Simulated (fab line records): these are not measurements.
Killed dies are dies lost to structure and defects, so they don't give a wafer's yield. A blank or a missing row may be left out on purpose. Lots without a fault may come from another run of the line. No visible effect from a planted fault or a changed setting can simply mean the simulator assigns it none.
fab line records	flow sky130
record lots=5	wafers=15	last-day=49
route steps=708 shown VIA3@580 METAL4@598 CAP2M@603 PAD_OPEN@708
lots that met no fault: taken from a fault-free run of the same line
start-h: hours from the record's opening day to when the first of the lot's shown wafers began	wait-h: how many hours have passed since the lot's step before this one	" as in the row above	L1.1+2: several wafers, shown together as one row	- no value present, or no start provided	* or withheld: withheld	< > ~ a bound
route shown NAME@n: NAME is a module with steps in the file, n the number in the route of the first one	usual: mean/standard deviation of fault-free wafers	same: alike in all rows	chamber/n: place in a boat	sites: the reading at each site	_std_site: standard deviation across them	_edge_site: the outer-site mean with the inner-site mean subtracted	radius-mm: how far each site lies from the wafer's centre	mask NAME#n: copy n	behind: the tool/chamber that last shaped the wafer	hold: why the lot went on hold/how many hours it stayed there/how the hold came to an end	device: the n, p or np transistor that did not switch	end of line: at the end of the route, the tests of the same wafers	a step without rows: its recipe alone	killed: at the first sort, the dies lost to defects and structure; wafer yield is something else	map: per-die view of a wafer (x killed, . not killed, _ where there is no die)
set.NAME: the setting that was run; set.NAME@STEP: the one run at that earlier step	model.NAME: the simulator's own value behind a step, which no gauge read
certain route steps with their lots: each step a table, each wafer a row
services: when a tool's chamber went out of use (start-h, in hours from the record's first day, below 0 if earlier), for how many hours, and the reason
## steps
# step SKY_VIA3_COAT_07
# recipe resist=KrF-thick	spin-rpm=3000	resist-thk-nm=450
# step SKY_VIA3_SOFTBAKE_08
# recipe temp-c=100	time-s=90	resist=KrF-thick
# step SKY_VIA3_EXPOSE_09
# recipe mask-id=VIM3	na=0.8	source-shape=annular	sigma-inner=0.55	sigma-outer=0.85	target-cd-nm=200	dose-mj=38
# step SKY_VIA3_PEB_10
# recipe peb-temp-c=withheld	peb-time-s=withheld	resist=KrF-thick
# step SKY_VIA3_DEVELOP_11
# recipe develop-time-s=60	resist=KrF-thick	dev-temp-c=21
# step SKY_VIA3_CD_MEAS_12
# recipe target-cd-nm=200
# usual cd-nm=200.0/1.6
lot.wafer	tool	chamber	start-h	wait-h	cd-nm
L302.2	cd-sem-02	-	927.25	-	201.4
L302.4	"	-	"	"	202.1
L302.6	"	-	"	"	201.6
L305.2	cd-sem-01	-	943.05	-	203.3
L305.3	"	-	"	"	201.8
L305.5	"	-	"	"	203.1
L307.1	cd-sem-01	-	962.07	-	201.5
L307.3	"	-	"	"	201.8
L307.6	"	-	"	"	199.8
L314.1	cd-sem-02	-	1010.28	-	198.2
L314.4	"	-	"	"	199.1
L314.6	"	-	"	"	198.7
L321.3	cd-sem-02	-	1050.42	-	200.9
L321.4	"	-	"	"	201.4
L321.6	"	-	"	"	200.2
# step SKY_VIA3_OVL_MEAS_13
# usual VIA3_OVL=2/5.3
lot.wafer	tool	chamber	start-h	wait-h	VIA3_OVL[nm]
L302.2	overlay-02	-	927.35	0.1	5
L302.4	"	-	"	"	13
L302.6	"	-	"	"	9
L305.2	overlay-01	-	943.15	0.1	-4
L305.3	"	-	"	"	-6
L305.5	"	-	"	"	2
L307.1	overlay-02	-	962.19	0.1	0
L307.3	"	-	"	"	-1
L307.6	"	-	"	"	8
L314.1	overlay-01	-	1010.40	0.1	-2
L314.4	"	-	"	"	-8
L314.6	"	-	"	"	3
L321.3	overlay-01	-	1050.51	0.1	4
L321.4	"	-	"	"	7
L321.6	"	-	"	"	4
# step SKY_VIA3_ETCH_14
# recipe chemistry=N2/H2	target=BARC	ion-energy-ev=200	source-w=500	bias-w=100	pressure-mtorr=30	n2-flow-sccm=100	h2-flow-sccm=200	stop-on=SiO2	time-s=45.9	target-depth-a=600
# step SKY_VIA3_ETCH_15
# recipe target=SiO2	chemistry=C4F8/O2/Ar	target-depth-nm=507	stop-on=TiN	mask-material=KrF-thick	source-w=1500	bias-w=1200	pressure-mtorr=40	c4f8-flow-sccm=withheld	O2_flow_sccm=6	Ar_flow_sccm=300	time-s=78
# usual chamber-pressure-mTorr=40.00/0.037	oes-product-au=0.947/0.0043	rf-fwd-power-W=1490/4.8
lot.wafer	tool	chamber	start-h	wait-h	chamber-pressure-mTorr	oes-product-au	rf-fwd-power-W	rf-hours-counter-h
L302.2	rie-diel-03	3	927.42	0.0	40.03	0.939	1490	6
L302.4	"	2	"	"	40.00	0.944	1484	16
L302.6	"	3	"	"	40.01	0.949	1494	-
L305.2	rie-diel-03	0	943.23	0.0	40.02	0.954	1484	2
L305.3	"	2	"	"	40.01	0.949	1488	17
L305.5	"	3	"	"	40.00	0.950	1500	-
L307.1	rie-diel-02	3	962.26	0.0	40.01	0.946	1495	8
L307.3	"	0	"	"	39.98	0.949	1490	17
L307.6	"	0	"	"	40.06	0.936	1492	-
L314.1	rie-diel-04	0	1010.48	0.0	40.00	0.947	1486	2
L314.4	"	3	"	"	39.99	0.952	1494	22
L314.6	"	0	"	"	40.05	0.951	1489	-
L321.3	rie-diel-03	1	1050.57	0.0	40.00	0.946	1498	8
L321.4	"	0	"	"	39.96	0.940	1492	6
L321.6	"	2	"	"	39.95	0.951	1491	-
# step SKY_VIA3_STRIP_16
# recipe chemistry=O2/N2	power-w=1400	pressure-mtorr=1500	platen-temp-c=withheld	o2-flow-sccm=3000	n2-flow-sccm=300	overash-fraction=0.5
# step SKY_VIA3_STRIP_17
# recipe chemistry=post-etch-residue-remover	time-s=1200	temp-c=72.5
# step SKY_VIA3_CLEAN_18
# recipe chemistry=IPA	time-s=180	temp-c=25
# step SKY_VIA3_CLEAN_19
# recipe chemistry=O3/DIW	dry=n2-spin
lot.wafer	tool	chamber	start-h	wait-h
L302.2+4+6	wet-bench-02	1	927.98	0.0
L305.2+3+5	wet-bench-01	0	943.86	0.0
L307.1+3+6	wet-bench-01	1	962.82	0.0
L314.1+4+6	wet-bench-04	2	1011.04	0.0
L321.3+4+6	wet-bench-01	3	1051.13	0.0
# step SKY_VIA3_SPUTTER_20
# recipe material=TiN	target-thk-nm=20	chamber-pressure-pa=5	power-w=4000	time-s=80
# step SKY_VIA3_CVD_21
# recipe material=W	target-thk-nm=390	time-s=117.31	temp-c=400	pressure-torr=40
# step SKY_VIA3_RS_MEAS_22
# recipe thk-meas-gauge=four-point-probe	reads=W_of_VIA3_CVD_21+TiN_of_VIA3_SPUTTER_20
# usual VIA3_W_RS=0.294/0.0039
lot.wafer	tool	chamber	start-h	wait-h	VIA3_W_RS[ohm/sq]
L302.2	film-metro-01	-	928.28	0.1	0.299
L302.4	"	-	"	"	0.292
L302.6	"	-	"	"	0.286
L305.2	film-metro-04	-	944.15	0.1	0.298
L305.3	"	-	"	"	0.298
L305.5	"	-	"	"	0.301
L307.1	film-metro-01	-	963.10	0.1	0.300
L307.3	"	-	"	"	0.292
L307.6	"	-	"	"	0.299
L314.1	film-metro-04	-	1011.31	0.1	0.293
L314.4	"	-	"	"	0.297
L314.6	"	-	"	"	0.294
L321.3	film-metro-01	-	1051.54	0.1	0.293
L321.4	"	-	"	"	0.292
L321.6	"	-	"	"	0.295
# step SKY_VIA3_THK_MEAS_23
# recipe thk-meas-gauge=xrf	reads=W_of_VIA3_CVD_21
# usual VIA3_W_THK=376/6.1
lot.wafer	tool	chamber	start-h	wait-h	VIA3_W_THK[nm]
L302.2	film-metro-01	-	928.39	0.1	371
L302.4	"	-	"	"	379
L302.6	"	-	"	"	385
L305.2	film-metro-04	-	944.26	0.1	364
L305.3	"	-	"	"	365
L305.5	"	-	"	"	361
L307.1	film-metro-01	-	963.22	0.1	371
L307.3	"	-	"	"	376
L307.6	"	-	"	"	370
L314.1	film-metro-04	-	1011.43	0.1	375
L314.4	"	-	"	"	366
L314.6	"	-	"	"	372
L321.3	film-metro-01	-	1051.64	0.1	371
L321.4	"	-	"	"	376
L321.6	"	-	"	"	373
# step SKY_VIA3_CMP_24
# recipe stop-on=SiO2	t-overpolish-s=20	down-force-psi=3.5	platen-rpm=60	target-thk-nm=0	pad-velocity-m-s=0.94248
# usual motor-current-A=11.3/1.5	overpolish-run-s=20.000/0.009	time-to-endpoint-s=93/5.8
# same t-overpolish-s=20
lot.wafer	tool	chamber	start-h	wait-h	motor-current-A	overpolish-run-s	time-to-endpoint-s
L302.2	cmp-01	1	928.54	0.1	12.0	19.998	86
L302.4	"	2	"	"	13.2	20.016	94
L302.6	"	0	"	"	11.6	20.002	93
L305.3	cmp-01	2	944.31	0.0	13.1	20.004	91
L305.2	"	1	"	"	12.1	20.014	86
L305.5	"	3	"	"	8.9	20.001	88
L307.3	cmp-01	1	963.33	0.1	12.2	20.001	91
L307.1	"	3	"	"	8.8	19.995	85
L307.6	"	1	"	"	12.7	20.015	90
L314.4	cmp-02	3	1011.60	0.1	12.5	20.016	99
L314.1	"	2	"	"	12.5	19.998	95
L314.6	"	3	"	"	13.5	19.991	102
L321.4	cmp-01	3	1051.73	0.1	9.0	19.994	88
L321.3	"	0	"	"	11.2	20.010	89
L321.6	"	2	"	"	13.0	19.998	96
# step SKY_METAL4_SPUTTER_00
# recipe material=Ti	target-thk-nm=15	power-w=3000	time-s=10	chamber-pressure-pa=0.4
# step SKY_METAL4_SPUTTER_01
# recipe material=TiN	target-thk-nm=20	power-w=6500	time-s=16.7	chamber-pressure-pa=0.4
# step SKY_METAL4_SPUTTER_02
# recipe material=AlCu	target-thk-nm=735	power-w=10600	time-s=39.1	chamber-pressure-pa=0.4
# step SKY_METAL4_SPUTTER_03
# recipe material=Ti	target-thk-nm=5	power-w=3000	time-s=3.3	chamber-pressure-pa=0.4
# step SKY_METAL4_SPUTTER_04
# recipe material=TiN	target-thk-nm=70	power-w=6500	time-s=58.3	chamber-pressure-pa=0.4
# step SKY_CAP2M_CVD_00
# recipe material=SiO2	target-thk-nm=15.5	temp-c=400	time-s=withheld	rf-w=450
# usual heater-power-w=730/120	rf-fwd-power-W=441.4/2.1
lot.wafer	tool	chamber	start-h	wait-h	heater-power-w	rf-fwd-power-W
L302.2	pecvd-03	2	928.89	0.0	815	440.2
L302.4	"	0	"	"	837	437.8
L302.6	"	1	"	"	524	441.7
L305.2	pecvd-04	0	944.77	0.0	654	441.9
L305.3	"	1	"	"	634	443.9
L305.5	"	0	"	"	681	441.7
L307.1	pecvd-03	2	963.73	0.0	755	444.0
L307.3	"	1	"	"	555	440.4
L307.6	"	2	"	"	742	441.9
L314.1	pecvd-03	2	1012.05	0.0	814	441.9
L314.4	"	2	"	"	793	441.4
L314.6	"	0	"	"	854	437.2
L321.3	pecvd-01	0	1052.14	0.0	686	438.1
L321.4	"	0	"	"	684	439.8
L321.6	"	1	"	"	716	441.0
# step SKY_CAP2M_THK_MEAS_01
# recipe reads=SiO2_of_CAP2M_CVD_00
# usual CAP2M_CVD_00_THK=15.60/0.27
lot.wafer	tool	chamber	start-h	wait-h	CAP2M_CVD_00_THK[nm]
L302.2	film-metro-02	-	928.92	-	15.53
L302.4	"	-	"	"	15.88
L302.6	"	-	"	"	16.11
L305.2	film-metro-04	-	944.80	-	15.80
L305.3	"	-	"	"	15.64
L305.5	"	-	"	"	16.10
L307.1	film-metro-03	-	963.77	-	15.06
L307.3	"	-	"	"	15.98
L307.6	"	-	"	"	15.17
L314.1	film-metro-03	-	1012.09	-	15.33
L314.4	"	-	"	"	15.55
L314.6	"	-	"	"	15.93
L321.3	film-metro-03	-	1052.18	-	15.31
L321.4	"	-	"	"	15.59
L321.6	"	-	"	"	15.34
# step SKY_CAP2M_SPUTTER_02
# recipe material=TiN	target-thk-nm=200	temp-c=300	power-w=6500	time-s=166.7	chamber-pressure-pa=0.4
# usual throttle-valve-pct=30.2/1.1
lot.wafer	tool	chamber	start-h	wait-h	throttle-valve-pct
L302.2	pvd-sputter-03	-	928.97	0.0	29.7
L302.4	"	-	"	"	29.9
L302.6	"	-	"	"	29.7
L305.2	pvd-sputter-03	-	944.85	0.0	30.3
L305.3	"	-	"	"	29.6
L305.5	"	-	"	"	30.2
L307.1	pvd-sputter-01	-	963.83	0.1	31.4
L307.3	"	-	"	"	29.8
L307.6	"	-	"	"	31.1
L314.1	pvd-sputter-04	-	1012.15	0.1	31.2
L314.4	"	-	"	"	30.7
L314.6	"	-	"	"	30.3
L321.3	pvd-sputter-01	-	1052.22	0.0	30.8
L321.4	"	-	"	"	31.3
L321.6	"	-	"	"	31.1
# step SKY_CAP2M_RS_MEAS_03
# recipe thk-meas-gauge=four-point-probe	reads=TiN_of_CAP2M_SPUTTER_02
# usual CAP2M_TIN_RS=6.93/0.082
lot.wafer	tool	chamber	start-h	wait-h	CAP2M_TIN_RS[ohm/sq]
L302.2	film-metro-02	-	929.10	0.1	6.90
L302.4	"	-	"	"	6.87
L302.6	"	-	"	"	6.84
L305.2	film-metro-03	-	944.98	0.1	6.94
L305.3	"	-	"	"	6.89
L305.5	"	-	"	"	6.93
L307.1	film-metro-04	-	963.94	0.1	6.86
L307.3	"	-	"	"	6.90
L307.6	"	-	"	"	6.81
L314.1	film-metro-02	-	1012.26	0.1	6.94
L314.4	"	-	"	"	6.94
L314.6	"	-	"	"	6.93
L321.3	film-metro-04	-	1052.37	0.1	6.73
L321.4	"	-	"	"	6.79
L321.6	"	-	"	"	6.79
# step SKY_CAP2M_THK_MEAS_04
# recipe thk-meas-gauge=xrf	reads=TiN_of_CAP2M_SPUTTER_02
# usual CAP2M_TIN_THK=196.9/2.4
lot.wafer	tool	chamber	start-h	wait-h	CAP2M_TIN_THK[nm]
L302.2	film-metro-02	-	929.21	0.1	196.8
L302.4	"	-	"	"	198.5
L302.6	"	-	"	"	199.0
L305.2	film-metro-03	-	945.09	0.1	196.9
L305.3	"	-	"	"	197.4
L305.5	"	-	"	"	196.2
L307.1	film-metro-04	-	964.06	0.1	198.8
L307.3	"	-	"	"	197.6
L307.6	"	-	"	"	199.7
L314.1	film-metro-02	-	1012.38	0.1	197.3
L314.4	"	-	"	"	198.5
L314.6	"	-	"	"	198.0
L321.3	film-metro-04	-	1052.47	0.1	203.1
L321.4	"	-	"	"	200.3
L321.6	"	-	"	"	200.4
# step SKY_CAP2M_DEHYDRATE_05
# recipe temp-c=200	time-s=60
# step SKY_CAP2M_HMDS_06
# recipe prime-time-s=60	prime-temp-c=120
# step SKY_CAP2M_COAT_07
# recipe resist=NOVOLAK	spin-rpm=3000	resist-thk-nm=1140
# step SKY_CAP2M_SOFTBAKE_08
# recipe temp-c=90	time-s=60	resist=NOVOLAK
# step SKY_CAP2M_EXPOSE_09
# recipe mask-id=CAP2M	na=0.6	source-shape=conventional	sigma-outer=0.6	polarization=unpolarized	target-cd-nm=1000	dose-mj=159
# step SKY_CAP2M_PEB_10
# recipe temp-c=withheld	time-s=*	resist=NOVOLAK
# step SKY_CAP2M_DEVELOP_11
# recipe resist=NOVOLAK	developer=TMAH	develop-time-s=60	dev-temp-c=23
# step SKY_CAP2M_OVL_MEAS_12
# usual CAP2M_OVL=1.1/1.4
lot.wafer	tool	chamber	start-h	wait-h	CAP2M_OVL[nm]
L302.2	overlay-02	-	952.84	0.1	-1.1
L302.4	"	-	"	"	-0.7
L302.6	"	-	"	"	0.5
L305.2	overlay-02	-	968.64	0.1	-0.6
L305.3	"	-	"	"	-1.5
L305.5	"	-	"	"	0.5
L307.1	overlay-01	-	987.78	0.1	-0.5
L307.3	"	-	"	"	-0.7
L307.6	"	-	"	"	1.3
L314.1	overlay-02	-	1034.88	0.1	0.1
L314.4	"	-	"	"	1.1
L314.6	"	-	"	"	1.7
L321.3	overlay-02	-	1074.04	0.1	0.1
L321.4	"	-	"	"	1.3
L321.6	"	-	"	"	1.5
# step SKY_CAP2M_METAL_ETCH_13
# recipe target-depth-nm=220	stop-on=SiO2	chemistry=Cl2/BCl3	target=TiN	pressure-mtorr=10	icp-w=900	bias-w=48.5	Cl2_flow_sccm=60	bcl3-flow-sccm=30	time-s=62.9
# step SKY_CAP2M_STRIP_14
# recipe chemistry=O2/N2	power-w=1400	pressure-mtorr=1500	platen-temp-c=withheld	o2-flow-sccm=3000	n2-flow-sccm=300	overash-fraction=0.5
# usual chamber-pressure-mTorr=1499.9/1.4	drypump-motor-current-A=5.6/0.7	oes-product-au=0.711/0.0052	strip-time-to-endpoint-s=12.61/0.041
lot.wafer	tool	chamber	start-h	wait-h	chamber-pressure-mTorr	drypump-motor-current-A	oes-product-au	rf-hours-counter-h	strip-time-to-endpoint-s
L302.2	plasma-asher-04	0	952.94	0.1	1500.4	6.5	0.716	21	12.65
L302.4	"	1	"	"	1497.9	4.7	0.717	-	12.63
L302.6	"	0	"	"	1499.2	6.5	0.715	-	12.61
L305.2	plasma-asher-04	1	968.74	0.1	1501.3	4.7	0.715	23	12.59
L305.3	"	1	"	"	1499.5	4.7	0.714	-	12.56
L305.5	"	0	"	"	1503.0	6.5	0.706	-	12.57
L307.1	plasma-asher-02	1	987.89	0.1	1498.8	5.2	0.710	56	12.62
L307.3	"	0	"	"	1499.9	6.2	0.710	-	12.59
L307.6	"	0	"	"	1500.7	6.2	0.712	-	12.58
L314.1	plasma-asher-02	0	1035.07	0.1	1500.5	6.2	0.708	61	12.64
L314.4	"	1	"	"	1500.3	5.2	0.706	-	12.64
L314.6	"	0	"	"	1500.9	6.2	0.708	-	12.66
L321.3	plasma-asher-03	1	1074.18	0.1	1501.4	5.3	0.702	-	12.68
L321.4	"	0	"	"	1497.9	5.8	0.708	-	12.70
L321.6	"	1	"	"	1501.3	5.3	0.721	-	12.67
# step SKY_CAP2M_STRIP_15
# recipe chemistry=post-etch-residue-remover	time-s=1200	temp-c=72.5
# step SKY_CAP2M_CLEAN_16
# recipe chemistry=IPA	time-s=180	temp-c=25
# step SKY_CAP2M_CLEAN_17
# recipe chemistry=O3/DIW	dry=n2-spin
# step SKY_METAL4_DEHYDRATE_05
# recipe temp-c=200	time-s=60
# step SKY_PAD_OPEN_PROBE_99
# usual defect-limited-yield=82.5/1.9	killed_at_M0_to_M3=43/6.4	killed_at_M4_up=2.9/1.7	killed-at-contacts=24/5	killed-at-front-end=15/4	killed-at-other=0.4/0.62	killed-dies=86/9.3	killed-open=47/6.8	killed-short=38/5.8	sort_bin_3_pad_short=0.9/0.42	sort_bin_5_function=10.3/1.5	sort_bin_6_memory=6.3/1.1	sort-n-pass=406/9.3	sort-yield-pct=82.5/1.9
# same gross-dies=492	killed-at-back-side=0	sort_bin_4_leakage[%]=0	sort_bin_8_speed[%]=0
lot.wafer	tool	chamber	start-h	wait-h	defect-limited-yield[%]	killed_at_M0_to_M3	killed_at_M4_up	killed-at-contacts	killed-at-front-end	killed-at-other	killed-dies	killed-open	killed-short	sort_bin_3_pad_short[%]	sort_bin_5_function[%]	sort_bin_6_memory[%]	sort-n-pass	sort-yield-pct[%]	model.etest.tester.sort-n-pass	model.etest.tester.sort-yield-pct	model.etest.tester.sort_bin_5_pct
L302.2	prober-02	-	1072.69	0.1	82.9	40	3	29	12	0	84	56	28	0.6	12.0	4.5	408	82.9	408	82.93	11.99
L302.4	prober-02	-	1072.79	0.2	81.5	46	2	22	21	0	91	45	46	2.0	9.6	6.9	401	81.5	401	81.5	9.553
L302.6	prober-02	-	1072.89	0.2	81.7	41	3	31	14	1	90	53	36	0.4	12.4	5.5	402	81.7	402	81.71	12.4
L305.2	prober-01	-	1087.80	0.1	83.1	45	3	22	13	0	83	45	38	0.2	10.8	5.9	409	83.1	409	83.13	10.77
L305.3	prober-01	-	1087.85	0.2	83.7	38	3	22	17	0	80	42	38	0.4	9.8	6.1	412	83.7	412	83.74	9.756
L305.5	prober-01	-	1087.95	0.2	85.2	40	3	18	12	0	73	40	33	1.0	8.3	5.5	419	85.2	419	85.16	8.333
L307.1	prober-01	-	1104.69	0.1	82.1	50	8	22	8	0	88	47	41	0.8	10.4	6.7	404	82.1	404	82.11	10.37
L307.3	prober-01	-	1104.79	0.2	80.1	52	3	30	13	0	98	57	41	0.4	12.8	6.7	394	80.1	394	80.08	12.8
L307.6	prober-01	-	1104.94	0.2	81.9	39	4	25	21	0	89	49	39	0.4	12.2	5.5	403	81.9	403	81.91	12.2
L314.1	prober-01	-	1144.80	0.1	79.7	59	4	21	16	0	100	55	45	1.0	11.6	7.7	392	79.7	392	79.67	11.59
L314.4	prober-01	-	1144.95	0.2	82.9	43	3	29	9	0	84	47	37	0.8	8.9	7.3	408	82.9	408	82.93	8.943
L314.6	prober-01	-	1145.05	0.2	80.7	44	3	24	23	1	95	54	41	1.8	12.0	5.5	397	80.7	397	80.69	11.99
L321.3	prober-02	-	1177.10	0.2	79.1	57	2	32	12	0	103	42	32	2.6	12.0	6.3	389	79.1	389	79.06	11.99
L321.4	prober-02	-	1177.15	0.2	77.2	72	5	22	13	0	112	44	35	0.8	13.8	8.1	380	77.2	380	77.24	13.82
L321.6	prober-02	-	1177.25	0.2	77.0	78	4	15	16	0	113	48	29	1.2	15.2	6.5	379	77.0	379	77.03	15.24
# killed by level:class
L302.2 VIA1:geometric-particle:open=12 CONTACT:geometric-particle:open=12 LI_CONTACT:geometric-particle:open=8 FIELD_ISO:geometric-particle:open=6 VIA2:geometric-particle:open=6 VIA3:geometric-particle:open=6 METAL2:geometric-particle:short=5 METAL1:geometric-particle:short=4
L302.4 FIELD_ISO:geometric-particle:short=11 LI_CONTACT:geometric-particle:open=9 METAL1:geometric-particle:short=8 VIA3:geometric-particle:open=7 VIA1:geometric-particle:open=7 CONTACT:geometric-particle:short=5 METAL3:geometric-particle:short=5 FIELD_ISO:geometric-particle:open=4
L302.6 LI_CONTACT:geometric-particle:open=15 CONTACT:geometric-particle:open=9 VIA1:geometric-particle:open=9 VIA1:geometric-particle:short=6 METAL2:geometric-particle:short=6 METAL1:geometric-particle:short=5 FIELD_ISO:geometric-particle:open=4 VIA2:geometric-particle:open=4
L305.2 LI_CONTACT:geometric-particle:open=10 VIA3:geometric-particle:open=10 VIA1:geometric-particle:short=8 VIA1:geometric-particle:open=8 FIELD_ISO:geometric-particle:short=5 METAL1:geometric-particle:short=4 VIA2:geometric-particle:open=4 POLY_GATE:geometric-particle:open=3
L305.3 LI_CONTACT:geometric-particle:open=8 METAL1:geometric-particle:short=6 CONTACT:geometric-particle:open=6 VIA2:geometric-particle:open=6 FIELD_ISO:geometric-particle:open=5 METAL2:geometric-particle:short=5 VIA1:geometric-particle:open=5 VIA3:geometric-particle:open=4
L305.5 VIA1:geometric-particle:open=11 CONTACT:geometric-particle:open=7 CONTACT:geometric-particle:short=6 VIA1:geometric-particle:short=6 METAL1:geometric-particle:short=5 VIA2:geometric-particle:open=5 FIELD_ISO:geometric-particle:open=4 LI_CONTACT:geometric-particle:open=3
L307.1 VIA2:geometric-particle:open=12 VIA1:geometric-particle:open=10 METAL4:geometric-particle:short=7 LI_CONTACT:geometric-particle:open=6 CONTACT:geometric-particle:open=6 METAL1:geometric-particle:short=6 VIA3:geometric-particle:open=5 LI_CONTACT:geometric-particle:short=5
L307.3 VIA1:geometric-particle:open=19 CONTACT:geometric-particle:open=11 VIA2:geometric-particle:open=8 CONTACT:geometric-particle:short=6 VIA1:geometric-particle:short=5 LI_CONTACT:geometric-particle:open=4 LI_CONTACT:geometric-particle:short=4 LOCAL_INTERCONNECT:geometric-particle:short=4
L307.6 CONTACT:geometric-particle:open=14 VIA1:geometric-particle:open=8 VIA2:geometric-particle:open=7 FIELD_ISO:geometric-particle:open=6 VIA3:geometric-particle:open=6 FIELD_ISO:geometric-particle:short=5 LI_CONTACT:geometric-particle:open=4 CONTACT:geometric-particle:short=4
L314.1 VIA1:geometric-particle:open=13 CONTACT:geometric-particle:open=8 VIA2:geometric-particle:open=8 METAL2:geometric-particle:short=6 VIA2:geometric-particle:short=6 VIA3:geometric-particle:open=6 FIELD_ISO:geometric-particle:short=5 VIA1:geometric-particle:short=5
L314.4 VIA1:geometric-particle:open=15 LI_CONTACT:geometric-particle:open=10 CONTACT:geometric-particle:open=10 METAL2:geometric-particle:short=7 VIA1:geometric-particle:short=5 FIELD_ISO:geometric-particle:open=4 CONTACT:geometric-particle:short=4 VIA3:geometric-particle:short=4
L314.6 CONTACT:geometric-particle:open=11 VIA1:geometric-particle:open=10 VIA2:geometric-particle:open=8 VIA1:geometric-particle:short=6 LI_CONTACT:geometric-particle:open=6 METAL1:geometric-particle:short=6 VIA3:geometric-particle:open=6 FIELD_ISO:geometric-particle:open=5
L321.3 VIA3:unspecified=29 CONTACT:geometric-particle:open=14 VIA1:geometric-particle:open=8 CONTACT:geometric-particle:short=6 FIELD_ISO:geometric-particle:short=5 LOCAL_INTERCONNECT:geometric-particle:short=5 VIA3:geometric-particle:open=5 LI_CONTACT:geometric-particle:open=4
L321.4 VIA3:unspecified=33 CONTACT:geometric-particle:open=9 VIA1:geometric-particle:open=7 METAL1:geometric-particle:short=6 VIA3:geometric-particle:open=6 FIELD_ISO:geometric-particle:open=5 VIA2:geometric-particle:open=5 METAL3:geometric-particle:short=5
L321.6 VIA3:unspecified=36 VIA2:geometric-particle:open=13 VIA3:geometric-particle:open=8 CONTACT:geometric-particle:open=5 FIELD_ISO:geometric-particle:open=4 VIA2:geometric-particle:short=4 FIELD_ISO:geometric-particle:short=3 POLY_GATE:geometric-particle:short=3
# map L321.6 (x killed, . not)
__________.........._________
________...x.........x_______
______x.x.x......xx....x_____
_____xx.xxx.x..x.........____
____xxxxxxx....x.......x..___
___.xxxxxxx.x...........x.x__
__..xxxxxxx................._
_...xxxxxxxx.....x....x......
_...xxxxx..x...x..x....x....x
_x.....x............x...x....
_.x.......x..x.x..x.......x..
_........x...........xx.x....
_.......x.......xx......xx.x.
_.x......x..............x.x..
_..............x.........x...
__....x.......xx...x.......x_
___...x.x..x........xx.....__
____.....xx..x..x.........___
_____x..x..........x...xx____
______......x....x......_____
________....x.x..x..x._______
__________.....x...._________
# map L305.2 (x killed, . not)
__________........x._________
________.............._______
______............x...x._____
_____................x...____
____.......x...x..........___
___.........x..xx.x...x..x.__
__...x...x......xx.......x.._
_.x.........xx.......x.......
_x....x........x...x..x.x.xx.
_..x.x...............x.xx.x..
_.....x...........x......x...
_.x.....x...........x.x....x.
_...x.....x...........x..xx.x
_......x..................x.x
_..x...xx..x..x......x..x..x.
__..xx...x.....x.....xx....._
___............x.x.....xxx.__
____..xx..........x..x....___
_____.................x..____
______..x.x............._____
________x.x...xx.....x_______
__________.........._________
## services
tool	chamber	start-h	hours	kind
pecvd-04	2	906.71	16.5	repair
cmp-01	-	912.14	4.0	pm
rie-diel-04	1	914.45	2.8	repair
cmp-01	-	916.14	-	consumable-replace:conditioner
pvd-sputter-04	-	916.22	3.0	repair
plasma-asher-03	-	930.60	2.6	repair
pecvd-01	-	940.61	5.5	pm
plasma-asher-04	-	963.10	2.2	repair
cmp-02	-	976.87	3.3	repair
rie-diel-04	1	977.49	1.9	repair
rie-diel-02	-	981.53	0.2	repair
cmp-01	-	990.75	6.4	repair
cmp-01	-	1004.84	1.1	repair
rie-diel-02	3	1016.96	3.1	repair
pvd-sputter-03	-	1021.75	1.5	repair
pvd-sputter-03	-	1028.50	13.4	repair
pecvd-03	-	1033.74	0.3	repair
cmp-01	-	1034.85	2.1	repair
rie-diel-03	-	1038.15	0.3	repair
pecvd-03	-	1039.69	0.8	repair
rie-diel-04	1	1054.79	5.8	repair
plasma-asher-03	-	1055.25	9.0	pm
rie-diel-02	3	1061.75	8.7	repair
cmp-01	-	1066.55	1.3	repair
## key
first-sign step=SKY_PAD_OPEN_PROBE_99	reading=killed_at_M0_to_M3	direction=up	sigmas=4	usual=43	struck=69
effect step=SKY_PAD_OPEN_PROBE_99	reading=sort-n-pass	direction=down	sigmas=2.5	usual=406	struck=383
model-effect step=SKY_PAD_OPEN_PROBE_99	value=etest.tester.sort-n-pass	without=410	struck=382.7
met-at SKY_VIA3_CLEAN_19
struck-wafers L321.3,L321.4,L321.6
also-fits time
fault kind=chamber-particle-source	tool=wet-bench-01	chamber=3	onset-h=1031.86	steps=SKY_VIA3_CLEAN_19	rate-per-visit-cm2=0.40163	end-h=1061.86
